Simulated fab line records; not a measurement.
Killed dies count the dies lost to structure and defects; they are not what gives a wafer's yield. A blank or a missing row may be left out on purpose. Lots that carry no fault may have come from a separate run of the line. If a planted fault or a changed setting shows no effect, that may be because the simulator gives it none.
fab line records | flow sky130
record: lots: 15 | wafers: 45 | last-day: 50
route steps=708 shown FIELD_ISO@15 NWELL@34
lots with no fault: from the same line, run without faults
start-h: start of the lot's first displayed wafer, in hours after the record's first day | wait-h: hours from the lot's prior step to this one | " same as the row above | L1.1+2: a row that stands for several wafers | - no value present, or no start provided | * or withheld: withheld | < > ~ a bound
route shown NAME@n: a module of which the file shows steps, and the number in the route of the first | usual: mean and standard deviation over wafers with no fault | same: alike in all rows | chamber/n: place in a boat | sites: readings site by site | _std_site: the values' standard deviation | _edge_site: inner sites' mean taken away from outer sites' mean | radius-mm: how far each site lies from the wafer's centre | mask NAME#n: copy n | behind: the tool/chamber that last shaped the wafer | hold: what put the lot on hold/how long, in hours/how the hold closed | device: the transistor (n, p or np) that didn't switch | end of line: at the end of the route, the tests of the same wafers | step lacking rows: just its recipe | killed: dies lost to structure and defects at the first sort, not the wafer's yield | map: dies across one wafer; x = killed, . = not, _ = none there
set.NAME: the run value of the setting; set.NAME@STEP: its run value at that earlier step | model.NAME: the simulator's own value behind a step, which no gauge read
the route's steps for a sample of lots (tables are steps, rows are wafers)
services: a tool's chamber out of use, with start hour (start-h, from the record's first day; less than 0 if before it), hours out, and reason
== steps ==
step: SKY_FIELD_ISO_ETCH_14
recipe: chemistry: N2/H2 | target: BARC | ion-energy-ev: 200 | source-w: 500 | bias-w: 100 | pressure-mtorr: 30 | n2-flow-sccm: 100 | h2-flow-sccm: 200 | stop-on: SiO2 | time-s: 45.9 | target-depth-a: 600
usual: drypump-motor-current-A: 5.7/0.33 | oes-product-au: 0.854/0.0049 | throttle-valve-pct: 13.224/0.0098
lot.wafer | tool        | chamber | start-h | wait-h | drypump-motor-current-A | oes-product-au | rf-hours-counter-h | throttle-valve-pct
L860.2    | rie-diel-04 | 2       | 29.88   | 0.1    | 6.1                     | 0.848          | 52                 | 13.224
L860.3    | "           | 3       | "       | "      | 5.6                     | 0.861          | 153                | 13.231
L860.6    | "           | 2       | "       | "      | 6.1                     | 0.847          | -                  | 13.218
L861.1    | rie-diel-01 | 2       | 35.33   | 0.1    | 5.5                     | 0.852          | 26                 | 13.228
L861.4    | "           | 0       | "       | "      | 6.0                     | 0.858          | 4                  | 13.223
L861.6    | "           | 3       | "       | "      | 5.8                     | 0.858          | -                  | 13.229
L862.4    | rie-diel-01 | 3       | 39.93   | 0.0    | 5.8                     | 0.860          | 45                 | 13.236
L862.5    | "           | 3       | "       | "      | 5.8                     | 0.856          | -                  | 13.227
L862.6    | "           | 2       | "       | "      | 5.6                     | 0.863          | -                  | 13.224
L864.1    | rie-diel-02 | 2       | 52.98   | 0.1    | 6.0                     | 0.848          | 113                | 13.223
L864.4    | "           | 1       | "       | "      | 5.5                     | 0.854          | -                  | 13.228
L864.6    | "           | 2       | "       | "      | 6.0                     | 0.850          | -                  | 13.226
L868.2    | rie-diel-01 | 0       | 70.53   | 0.1    | 6.0                     | 0.855          | 5                  | 13.199
L868.3    | "           | 2       | "       | "      | 5.5                     | 0.864          | 26                 | 13.233
L868.5    | "           | 1       | "       | "      | 5.6                     | 0.851          | -                  | 13.211
L869.1    | rie-diel-02 | 1       | 76.26   | 0.1    | 5.5                     | 0.854          | 69                 | 13.234
L869.3    | "           | 3       | "       | "      | 4.8                     | 0.852          | 147                | 13.235
L869.5    | "           | 2       | "       | "      | 6.0                     | 0.856          | -                  | 13.229
L870.1    | rie-diel-02 | 1       | 81.63   | 0.1    | 5.5                     | 0.861          | 69                 | 13.225
L870.3    | "           | 3       | "       | "      | 4.8                     | 0.853          | 148                | 13.226
L870.6    | "           | 1       | "       | "      | 5.5                     | 0.853          | -                  | 13.227
L871.3    | rie-diel-02 | 2       | 84.98   | 0.1    | 6.0                     | 0.853          | 114                | 13.225
L871.4    | "           | 3       | "       | "      | 4.8                     | 0.861          | 148                | 13.219
L871.6    | "           | 2       | "       | "      | 6.0                     | 0.850          | -                  | 13.227
L874.1    | rie-diel-04 | 0       | 103.73  | 0.1    | 6.2                     | 0.856          | 135                | 13.242
L874.5    | "           | 1       | "       | "      | 5.4                     | 0.853          | -                  | 13.232
L874.6    | "           | 0       | "       | "      | 6.2                     | 0.861          | -                  | 13.216
L875.1    | rie-diel-02 | 2       | 106.93  | 0.1    | 6.0                     | 0.851          | 115                | 13.217
L875.2    | "           | 0       | "       | "      | 5.7                     | 0.852          | 6                  | 13.244
L875.4    | "           | 3       | "       | "      | 4.8                     | 0.846          | 148                | 13.230
L876.2    | rie-diel-04 | 2       | 113.55  | 0.1    | 6.2                     | 0.856          | 53                 | 13.214
L876.3    | "           | 0       | "       | "      | 6.2                     | 0.843          | 136                | 13.217
L876.5    | "           | 0       | "       | "      | 6.2                     | 0.857          | -                  | 13.238
L877.2    | rie-diel-02 | 1       | 117.63  | 0.1    | 5.5                     | 0.856          | 70                 | 13.206
L877.3    | "           | 0       | "       | "      | 5.7                     | 0.858          | 6                  | 13.213
L877.6    | "           | 2       | "       | "      | 5.9                     | 0.850          | -                  | 13.225
L878.4    | rie-diel-02 | 1       | 121.85  | 0.0    | 5.5                     | 0.850          | 70                 | 13.221
L878.5    | "           | 1       | "       | "      | 5.5                     | 0.850          | -                  | 13.219
L878.6    | "           | 0       | "       | "      | 5.7                     | 0.850          | -                  | 13.232
L879.3    | rie-diel-01 | 3       | 129.10  | 0.1    | 5.8                     | 0.853          | 46                 | 13.204
L879.4    | "           | 0       | "       | "      | 6.0                     | 0.849          | 6                  | 13.237
L879.6    | "           | 0       | "       | "      | 6.0                     | 0.849          | -                  | 13.225
L880.3    | rie-diel-01 | 2       | 133.53  | 0.1    | 5.6                     | 0.850          | 28                 | 13.223
L880.4    | "           | 3       | "       | "      | 5.8                     | 0.850          | 46                 | 13.218
L880.5    | "           | 2       | "       | "      | 5.5                     | 0.845          | -                  | 13.237
step: SKY_FIELD_ISO_THK_MEAS_23
recipe: reads: SiO2_of_FIELD_ISO_OXIDATION_22
usual: FIELD_ISO_OXIDATION_01_THK: 10.09/0.22
lot.wafer | tool          | chamber | start-h | wait-h | FIELD_ISO_OXIDATION_01_THK[nm]
L860.2    | film-metro-03 | -       | 33.65   | 0.0    | 9.99
L860.3    | "             | -       | "       | "      | 9.94
L860.6    | "             | -       | "       | "      | 9.83
L861.1    | film-metro-02 | -       | 38.02   | 0.0    | 9.80
L861.4    | "             | -       | "       | "      | 9.92
L861.6    | "             | -       | "       | "      | 9.90
L862.4    | film-metro-01 | -       | 42.64   | 0.0    | 9.74
L862.5    | "             | -       | "       | "      | 9.80
L862.6    | "             | -       | "       | "      | 9.88
L864.1    | film-metro-01 | -       | 54.74   | 0.0    | 10.33
L864.4    | "             | -       | "       | "      | 10.28
L864.6    | "             | -       | "       | "      | 10.39
L868.2    | film-metro-03 | -       | 74.08   | 0.0    | 10.16
L868.3    | "             | -       | "       | "      | 10.46
L868.5    | "             | -       | "       | "      | 10.39
L869.1    | film-metro-02 | -       | 79.86   | 0.0    | 10.19
L869.3    | "             | -       | "       | "      | 10.31
L869.5    | "             | -       | "       | "      | 10.24
L870.1    | film-metro-01 | -       | 83.34   | 0.0    | 10.26
L870.3    | "             | -       | "       | "      | 10.28
L870.6    | "             | -       | "       | "      | 10.30
L871.3    | film-metro-02 | -       | 86.85   | 0.0    | 10.17
L871.4    | "             | -       | "       | "      | 10.29
L871.6    | "             | -       | "       | "      | 10.31
L874.1    | film-metro-02 | -       | 105.99  | 0.0    | 10.07
L874.5    | "             | -       | "       | "      | 10.11
L874.6    | "             | -       | "       | "      | 10.07
L875.1    | film-metro-02 | -       | 109.95  | 0.0    | 10.10
L875.2    | "             | -       | "       | "      | 10.16
L875.4    | "             | -       | "       | "      | 10.07
L876.2    | film-metro-03 | -       | 116.37  | 0.0    | 10.14
L876.3    | "             | -       | "       | "      | 10.15
L876.5    | "             | -       | "       | "      | 10.21
L877.2    | film-metro-02 | -       | 120.14  | 0.0    | 9.60
L877.3    | "             | -       | "       | "      | 9.90
L877.6    | "             | -       | "       | "      | 9.56
L878.4    | film-metro-02 | -       | 124.78  | 0.0    | 10.16
L878.5    | "             | -       | "       | "      | 10.05
L878.6    | "             | -       | "       | "      | 10.19
L879.3    | film-metro-02 | -       | 132.36  | 0.0    | 9.87
L879.4    | "             | -       | "       | "      | 10.11
L879.6    | "             | -       | "       | "      | 10.03
L880.3    | film-metro-01 | -       | 136.42  | 0.0    | 10.36
L880.4    | "             | -       | "       | "      | 10.19
L880.5    | "             | -       | "       | "      | 10.16
step: SKY_NWELL_THK_MEAS_02
recipe: reads: SiO2_of_NWELL_OXIDATION_01
usual: NWELL_OXIDATION_THK: 10.02/0.22
lot.wafer | tool          | chamber | start-h | wait-h | NWELL_OXIDATION_THK[nm]
L860.2    | film-metro-03 | -       | 39.42   | 0.0    | 9.75
L860.3    | "             | -       | "       | "      | 10.10
L860.6    | "             | -       | "       | "      | 9.83
L861.1    | film-metro-03 | -       | 44.00   | 0.0    | 9.75
L861.4    | "             | -       | "       | "      | 9.80
L861.6    | "             | -       | "       | "      | 9.80
L862.4    | film-metro-04 | -       | 49.25   | 0.0    | 10.09
L862.5    | "             | -       | "       | "      | 10.11
L862.6    | "             | -       | "       | "      | 10.02
L864.1    | film-metro-01 | -       | 59.96   | 0.0    | 10.02
L864.4    | "             | -       | "       | "      | 10.18
L864.6    | "             | -       | "       | "      | 10.17
L868.2    | film-metro-01 | -       | 79.46   | 0.0    | 10.11
L868.3    | "             | -       | "       | "      | 10.14
L868.5    | "             | -       | "       | "      | 10.24
L869.1    | film-metro-04 | -       | 84.63   | 0.0    | 9.58
L869.3    | "             | -       | "       | "      | 9.40
L869.5    | "             | -       | "       | "      | 9.62
L870.1    | film-metro-04 | -       | 88.03   | 0.0    | 9.85
L870.3    | "             | -       | "       | "      | 9.89
L870.6    | "             | -       | "       | "      | 9.90
L871.3    | film-metro-01 | -       | 90.85   | 0.0    | 10.15
L871.4    | "             | -       | "       | "      | 9.91
L871.6    | "             | -       | "       | "      | 9.97
L874.1    | film-metro-03 | -       | 111.35  | 0.0    | 10.14
L874.5    | "             | -       | "       | "      | 10.09
L874.6    | "             | -       | "       | "      | 10.11
L875.1    | film-metro-03 | -       | 115.91  | 0.0    | 10.12
L875.2    | "             | -       | "       | "      | 10.17
L875.4    | "             | -       | "       | "      | 10.16
L876.2    | film-metro-01 | -       | 122.09  | 0.0    | 10.22
L876.3    | "             | -       | "       | "      | 10.39
L876.5    | "             | -       | "       | "      | 10.16
L877.2    | film-metro-01 | -       | 126.16  | 0.0    | 9.94
L877.3    | "             | -       | "       | "      | 9.91
L877.6    | "             | -       | "       | "      | 10.16
L878.4    | film-metro-04 | -       | 133.76  | 0.0    | 10.12
L878.5    | "             | -       | "       | "      | 10.23
L878.6    | "             | -       | "       | "      | 9.99
L879.3    | film-metro-01 | -       | 139.07  | 0.0    | 10.26
L879.4    | "             | -       | "       | "      | 10.07
L879.6    | "             | -       | "       | "      | 10.24
L880.3    | film-metro-01 | -       | 145.47  | 0.0    | 9.84
L880.4    | "             | -       | "       | "      | 10.01
L880.5    | "             | -       | "       | "      | 9.89
step: SKY_NWELL_EXPOSE_20
recipe: mask-id: NWM_COMPLEMENT | na: 0.6 | source-shape: conventional | sigma-outer: 0.6 | polarization: unpolarized | target-cd-nm: 840 | dose-mj: 260
usual: exposure-dose-mJ-cm2: 259.93/0.28 | focus-offset-nm: 0.0/0.58
lot.wafer | tool             | chamber | start-h | wait-h | mask             | exposure-dose-mJ-cm2 | focus-offset-nm
L860.2    | iline-stepper-01 | 0       | 96.85   | -      | NWM_COMPLEMENT#0 | 259.93               | -0.2
L860.3    | "                | 0       | "       | "      | NWM_COMPLEMENT#0 | 259.88               | 0.5
L860.6    | "                | 0       | "       | "      | NWM_COMPLEMENT#0 | 259.61               | -0.2
L861.1    | iline-stepper-01 | 0       | 102.88  | -      | NWM_COMPLEMENT#0 | 260.34               | 0.9
L861.4    | "                | 0       | "       | "      | NWM_COMPLEMENT#0 | 260.22               | 0.4
L861.6    | "                | 0       | "       | "      | NWM_COMPLEMENT#0 | 260.71               | 0.8
L862.4    | iline-stepper-01 | 0       | 109.62  | -      | NWM_COMPLEMENT#0 | 260.55               | 0.3
L862.5    | "                | 0       | "       | "      | NWM_COMPLEMENT#0 | 259.93               | -0.3
L862.6    | "                | 0       | "       | "      | NWM_COMPLEMENT#0 | 259.84               | -0.4
L864.1    | iline-stepper-02 | 0       | 121.81  | -      | NWM_COMPLEMENT#0 | 259.96               | -1.2
L864.4    | "                | 0       | "       | "      | NWM_COMPLEMENT#0 | 260.32               | -1.2
L864.6    | "                | 0       | "       | "      | NWM_COMPLEMENT#0 | 260.02               | -1.3
L868.2    | iline-stepper-02 | -       | 143.68  | -      | NWM_COMPLEMENT#0 | -                    | -
L868.3    | "                | -       | "       | "      | NWM_COMPLEMENT#0 | -                    | -
L868.5    | "                | -       | "       | "      | NWM_COMPLEMENT#0 | -                    | -
L869.1    | iline-stepper-02 | -       | 149.26  | -      | NWM_COMPLEMENT#0 | -                    | -
L869.3    | "                | -       | "       | "      | NWM_COMPLEMENT#0 | -                    | -
L869.5    | "                | -       | "       | "      | NWM_COMPLEMENT#0 | -                    | -
L870.1    | iline-stepper-01 | -       | 152.20  | -      | NWM_COMPLEMENT#0 | -                    | -
L870.3    | "                | -       | "       | "      | NWM_COMPLEMENT#0 | -                    | -
L870.6    | "                | -       | "       | "      | NWM_COMPLEMENT#0 | -                    | -
L871.3    | iline-stepper-02 | 0       | 156.82  | -      | NWM_COMPLEMENT#0 | 260.13               | 0.8
L871.4    | "                | 0       | "       | "      | NWM_COMPLEMENT#0 | 260.17               | -0.3
L871.6    | "                | 0       | "       | "      | NWM_COMPLEMENT#0 | 259.87               | 0.2
L874.1    | iline-stepper-02 | 0       | 180.03  | -      | NWM_COMPLEMENT#0 | 260.06               | 0.0
L874.5    | "                | 0       | "       | "      | NWM_COMPLEMENT#0 | 259.86               | 0.3
L874.6    | "                | 0       | "       | "      | NWM_COMPLEMENT#0 | 259.97               | -0.1
L875.1    | iline-stepper-02 | 0       | 185.08  | -      | NWM_COMPLEMENT#0 | 259.87               | -0.4
L875.2    | "                | 0       | "       | "      | NWM_COMPLEMENT#0 | 260.07               | -0.5
L875.4    | "                | 0       | "       | "      | NWM_COMPLEMENT#0 | 259.79               | -0.2
L876.2    | iline-stepper-02 | 0       | 193.33  | -      | NWM_COMPLEMENT#0 | 259.53               | -0.2
L876.3    | "                | 0       | "       | "      | NWM_COMPLEMENT#0 | 259.40               | -1.1
L876.5    | "                | 0       | "       | "      | NWM_COMPLEMENT#0 | 259.83               | -0.7
L877.2    | iline-stepper-01 | 0       | 197.23  | -      | NWM_COMPLEMENT#0 | 259.96               | 0.7
L877.3    | "                | 0       | "       | "      | NWM_COMPLEMENT#0 | 259.96               | -0.3
L877.6    | "                | 0       | "       | "      | NWM_COMPLEMENT#0 | 259.90               | 0.3
L878.4    | iline-stepper-02 | 0       | 204.97  | -      | NWM_COMPLEMENT#0 | 260.20               | -1.1
L878.5    | "                | 0       | "       | "      | NWM_COMPLEMENT#0 | 259.99               | -1.5
L878.6    | "                | 0       | "       | "      | NWM_COMPLEMENT#0 | 260.07               | -1.6
L879.3    | iline-stepper-01 | 0       | 212.72  | -      | NWM_COMPLEMENT#0 | 259.99               | 0.4
L879.4    | "                | 0       | "       | "      | NWM_COMPLEMENT#0 | 259.95               | 0.4
L879.6    | "                | 0       | "       | "      | NWM_COMPLEMENT#0 | 260.05               | 0.0
L880.3    | iline-stepper-02 | 0       | 219.19  | -      | NWM_COMPLEMENT#0 | 259.75               | 0.7
L880.4    | "                | 0       | "       | "      | NWM_COMPLEMENT#0 | 259.63               | 0.4
L880.5    | "                | 0       | "       | "      | NWM_COMPLEMENT#0 | 259.83               | -0.3
== services ==
tool             | chamber | start-h | hours | kind
iline-stepper-02 | -       | 7.10    | -     | calibration
iline-stepper-02 | -       | 25.60   | 1.7   | pm
iline-stepper-01 | -       | 39.74   | 1.7   | pm
iline-stepper-02 | 0       | 40.17   | -     | calibration
rie-diel-02      | 3       | 41.98   | 20.1  | repair
rie-diel-02      | 2       | 63.03   | 2.9   | repair
rie-diel-04      | -       | 81.87   | 2.0   | repair
rie-diel-02      | 3       | 114.47  | 5.7   | repair
rie-diel-01      | 2       | 138.34  | 16.4  | repair
rie-diel-02      | 0       | 144.97  | 17.2  | repair
rie-diel-04      | 0       | 145.27  | 1.2   | repair
rie-diel-04      | 3       | 158.87  | 5.1   | repair
rie-diel-04      | -       | 160.77  | 0.3   | repair
iline-stepper-01 | -       | 164.70  | 1.5   | repair
rie-diel-04      | 2       | 167.88  | 6.0   | repair
rie-diel-02      | 3       | 175.51  | 4.9   | repair
rie-diel-02      | -       | 179.15  | 0.1   | repair
rie-diel-04      | -       | 184.95  | 28.1  | pm
rie-diel-02      | 3       | 185.57  | -     | clean
rie-diel-02      | 3       | 185.57  | 26.9  | scheduled-down
rie-diel-02      | -       | 186.84  | 0.4   | repair
rie-diel-01      | -       | 187.28  | 2.8   | pm
rie-diel-01      | -       | 201.19  | 4.3   | pm
rie-diel-01      | 2       | 206.50  | 38.1  | repair
== key ==
first-sign: step: SKY_NWELL_EXPOSE_20 | reading: tool-record | direction: missing
effect none on later readings
met-at SKY_NWELL_EXPOSE_20
struck-lots L868,L869,L870
sort-left-out L868.2,L868.3,L868.5,L869.1,L869.3,L869.5,L870.1,L870.3,L870.6
tester-left-out L868,L869,L870
not-acting-at SKY_FIELD_ISO_ETCH_14,SKY_FIELD_ISO_THK_MEAS_23,SKY_NWELL_THK_MEAS_02
onset-between 121.81 143.68
fault: kind: skipped-step-whole | tool: iline-stepper-01,iline-stepper-02 | chamber: - | onset-h: 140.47 | steps: SKY_NWELL_EXPOSE_20 | scope: struck-lots-only
tester-left-out: of these lots the tester's yield and bins aren't shown, on N5 and GAA mostly nor the transistor test; their killed dies are dies lost to structure and defects alone, not to doping, threshold or leakage, so they don't give the yield
sort-left-out: the simulated sort isn't trusted on such a fault, so these wafers' sort isn't shown, and their yield isn't known
